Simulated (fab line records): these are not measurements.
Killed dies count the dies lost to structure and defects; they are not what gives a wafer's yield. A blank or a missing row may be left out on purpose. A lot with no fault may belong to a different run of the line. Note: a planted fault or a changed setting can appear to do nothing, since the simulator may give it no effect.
What tool caused it? / flow gf180mcu / 12 lots, 36 wafers sampled, at 3 steps of a route of 602

== WHAT THE GAUGES READ, wafer by wafer ==
GF_HV_LDD_THK_MEAS_55. Usual: HV_LDD_CVD_54_THK typically reads 10.01 nm, with standard deviation 0.12.
lot=L420; measured=day 12 13:01; on=filmMetro-02; HV_LDD_CVD_54_THK (nm)=10.06 9.91 10.06; flag=
lot=L421; measured=day 12 23:57; on=filmMetro-02; HV_LDD_CVD_54_THK (nm)=10.01 10.03 10.16; flag=
lot=L422; measured=day 13 03:29; on=filmMetro-01; HV_LDD_CVD_54_THK (nm)=10.31 10.09 10.22; flag=
lot=L425; measured=day 14 09:07; on=filmMetro-04; HV_LDD_CVD_54_THK (nm)=10.03 10.05 10.05; flag=
lot=L428; measured=day 15 08:08; on=filmMetro-01; HV_LDD_CVD_54_THK (nm)=12.52 12.44 12.44; flag=OFF
lot=L435; measured=day 17 19:53; on=filmMetro-02; HV_LDD_CVD_54_THK (nm)=9.79 9.92 9.87; flag=
lot=L436; measured=day 18 08:45; on=filmMetro-01; HV_LDD_CVD_54_THK (nm)=10.06 9.92 10.14; flag=
lot=L437; measured=day 18 15:10; on=filmMetro-04; HV_LDD_CVD_54_THK (nm)=9.95 10.08 9.96; flag=
lot=L438; measured=day 18 18:52; on=filmMetro-01; HV_LDD_CVD_54_THK (nm)=9.93 9.88 9.97; flag=
lot=L439; measured=day 19 06:57; on=filmMetro-02; HV_LDD_CVD_54_THK (nm)=9.92 9.86 9.81; flag=
lot=L440; measured=day 19 08:12; on=filmMetro-02; HV_LDD_CVD_54_THK (nm)=10.14 10.22 10.18; flag=
lot=L442; measured=day 20 01:49; on=filmMetro-02; HV_LDD_CVD_54_THK (nm)=10.17 9.96 10.11; flag=

GF_NSD_CD_MEAS_07 targets a cd of 400 nm. Usual: cdNm at 400.3 nm, with a standard deviation of 2.6.
lot=L420; measured=day 13 09:38; on=cdSem-02; cdNm (nm)=401.0 401.1 401.0; flag=
lot=L421; measured=day 13 20:55; on=cdSem-02; cdNm (nm)=402.0 401.4 401.7; flag=
lot=L422; measured=day 14 01:29; on=cdSem-02; cdNm (nm)=401.7 400.6 401.0; flag=
lot=L425; measured=day 15 07:39; on=cdSem-02; cdNm (nm)=402.8 399.5 400.7; flag=
lot=L428; measured=day 16 07:54; on=cdSem-01; cdNm (nm)=401.7 402.3 402.6; flag=
lot=L435; measured=day 18 20:43; on=cdSem-01; cdNm (nm)=397.6 401.3 403.7; flag=
lot=L436; measured=day 19 11:50; on=cdSem-02; cdNm (nm)=396.0 396.7 397.4; flag=
lot=L437; measured=day 19 16:57; on=cdSem-02; cdNm (nm)=397.6 398.6 398.8; flag=
lot=L438; measured=day 19 20:34; on=cdSem-01; cdNm (nm)=400.4 399.5 400.0; flag=
lot=L439; measured=day 20 08:54; on=cdSem-01; cdNm (nm)=400.1 401.0 398.0; flag=
lot=L440; measured=day 20 10:37; on=cdSem-01; cdNm (nm)=398.8 398.4 400.2; flag=
lot=L442; measured=day 21 03:25; on=cdSem-02; cdNm (nm)=405.1 406.6 405.1; flag=

== EACH LOT AND THE TOOL THAT RAN IT (in order: tool; ch and the chambers of the sampled wafers; start) ==
lot=L420; GF_HV_LDD_CVD_54=lpcvd-01 ch 1, day 12 11:59
lot=L421; GF_HV_LDD_CVD_54=lpcvd-02 ch 1, day 12 22:55
lot=L422; GF_HV_LDD_CVD_54=lpcvd-02 ch 1, day 13 02:27
lot=L425; GF_HV_LDD_CVD_54=lpcvd-02 ch 1, day 14 08:06
lot=L428; GF_HV_LDD_CVD_54=lpcvd-01 ch 1, day 15 07:07
lot=L435; GF_HV_LDD_CVD_54=lpcvd-01 ch 0, day 17 18:52
lot=L436; GF_HV_LDD_CVD_54=lpcvd-01 ch 0, day 18 07:43
lot=L437; GF_HV_LDD_CVD_54=lpcvd-01 ch 1, day 18 14:09
lot=L438; GF_HV_LDD_CVD_54=lpcvd-01 ch 0, day 18 17:51
lot=L439; GF_HV_LDD_CVD_54=lpcvd-01 ch 1, day 19 05:56
lot=L440; GF_HV_LDD_CVD_54=lpcvd-02 ch 1, day 19 06:40
lot=L442; GF_HV_LDD_CVD_54=lpcvd-01 ch 0, day 20 00:48
- GF_HV_LDD_CVD_54: deposits SiO2 from TEOS, target thk 10 nm, time 75 s.

== WHAT THE TOOLS THEMSELVES READ (means of the sampled wafers that have a number; where no wafer has one, the mark that the record gives instead) ==
GF_HV_LDD_CVD_54. Usual: spikeTcBottomC 700.2 C, standard deviation 2.7; spikeTcCentreC 680.8 C, standard deviation 1.2; spikeTcLowerC 679.8 C, standard deviation 1.2; spikeTcTopC 695.4 C, standard deviation 1.9; spikeTcUpperC 679.2 C, standard deviation 1.6; zonePowerCentrePct 11.0 %, standard deviation 0.68.
lot=L420; tool=lpcvd-01; spikeTcBottomC (C)=704.0; spikeTcCentreC (C)=681.2; spikeTcLowerC (C)=679.3; spikeTcTopC (C)=697.7; spikeTcUpperC (C)=677.1; zonePowerCentrePct (%)=11.2; flag=
lot=L421; tool=lpcvd-02; spikeTcBottomC (C)=700.5; spikeTcCentreC (C)=681.2; spikeTcLowerC (C)=679.8; spikeTcTopC (C)=696.6; spikeTcUpperC (C)=680.3; zonePowerCentrePct (%)=11.8; flag=
lot=L422; tool=lpcvd-02; spikeTcBottomC (C)=699.5; spikeTcCentreC (C)=681.1; spikeTcLowerC (C)=680.0; spikeTcTopC (C)=695.1; spikeTcUpperC (C)=680.2; zonePowerCentrePct (%)=11.9; flag=
lot=L425; tool=lpcvd-02; spikeTcBottomC (C)=699.3; spikeTcCentreC (C)=682.0; spikeTcLowerC (C)=680.9; spikeTcTopC (C)=695.9; spikeTcUpperC (C)=679.4; zonePowerCentrePct (%)=11.7; flag=
lot=L428; tool=lpcvd-01; spikeTcBottomC (C)=712.6; spikeTcCentreC (C)=689.3; spikeTcLowerC (C)=688.6; spikeTcTopC (C)=706.9; spikeTcUpperC (C)=686.5; zonePowerCentrePct (%)=11.4; flag=OFF
lot=L435; tool=lpcvd-01; spikeTcBottomC (C)=697.8; spikeTcCentreC (C)=680.4; spikeTcLowerC (C)=679.1; spikeTcTopC (C)=694.6; spikeTcUpperC (C)=679.0; zonePowerCentrePct (%)=10.1; flag=
lot=L436; tool=lpcvd-01; spikeTcBottomC (C)=697.1; spikeTcCentreC (C)=679.0; spikeTcLowerC (C)=679.1; spikeTcTopC (C)=693.0; spikeTcUpperC (C)=680.7; zonePowerCentrePct (%)=10.0; flag=
lot=L437; tool=lpcvd-01; spikeTcBottomC (C)=703.5; spikeTcCentreC (C)=681.1; spikeTcLowerC (C)=679.4; spikeTcTopC (C)=697.4; spikeTcUpperC (C)=678.5; zonePowerCentrePct (%)=11.1; flag=
lot=L438; tool=lpcvd-01; spikeTcBottomC (C)=697.9; spikeTcCentreC (C)=678.6; spikeTcLowerC (C)=679.5; spikeTcTopC (C)=694.1; spikeTcUpperC (C)=680.5; zonePowerCentrePct (%)=9.9; flag=
lot=L439; tool=lpcvd-01; spikeTcBottomC (C)=703.5; spikeTcCentreC (C)=679.8; spikeTcLowerC (C)=678.8; spikeTcTopC (C)=695.9; spikeTcUpperC (C)=677.2; zonePowerCentrePct (%)=11.2; flag=
lot=L440; tool=lpcvd-02; spikeTcBottomC (C)=699.4; spikeTcCentreC (C)=682.5; spikeTcLowerC (C)=680.6; spikeTcTopC (C)=696.7; spikeTcUpperC (C)=680.2; zonePowerCentrePct (%)=11.9; flag=
lot=L442; tool=lpcvd-01; spikeTcBottomC (C)=697.8; spikeTcCentreC (C)=680.2; spikeTcLowerC (C)=679.3; spikeTcTopC (C)=693.2; spikeTcUpperC (C)=681.3; zonePowerCentrePct (%)=10.1; flag=

== THE ANSWER, worked out from the rows above alone ==
Rule: a lot is off if the mean of its wafers that have a number lies more than 3 standard deviations from the usual mean. Also off: a lot with no number at a reading for which 4 or more lots have one. All remaining lots with rows at the step are treated as sound. After the gauges, taken in route order, come the tools' own readings; for these a lot's mean is taken, as printed above. At the first step where some lot is off, the reading lying furthest off is the one used; lots without a number count as furthest.
Off: at GF_HV_LDD_THK_MEAS_55 (HV_LDD_CVD_54_THK), L428.
If a tool, at a process step before that reading, ran all the lots that are off and no sound lot after the first of them, it fits. The gauges at GF_HV_LDD_THK_MEAS_55 aren't tried: what is off there is off at GF_HV_LDD_CVD_54 too, on other tools, and a gauge's error can't cause that. No candidate that was tried fits.

== WHAT THE SIMULATOR PUT IN ==
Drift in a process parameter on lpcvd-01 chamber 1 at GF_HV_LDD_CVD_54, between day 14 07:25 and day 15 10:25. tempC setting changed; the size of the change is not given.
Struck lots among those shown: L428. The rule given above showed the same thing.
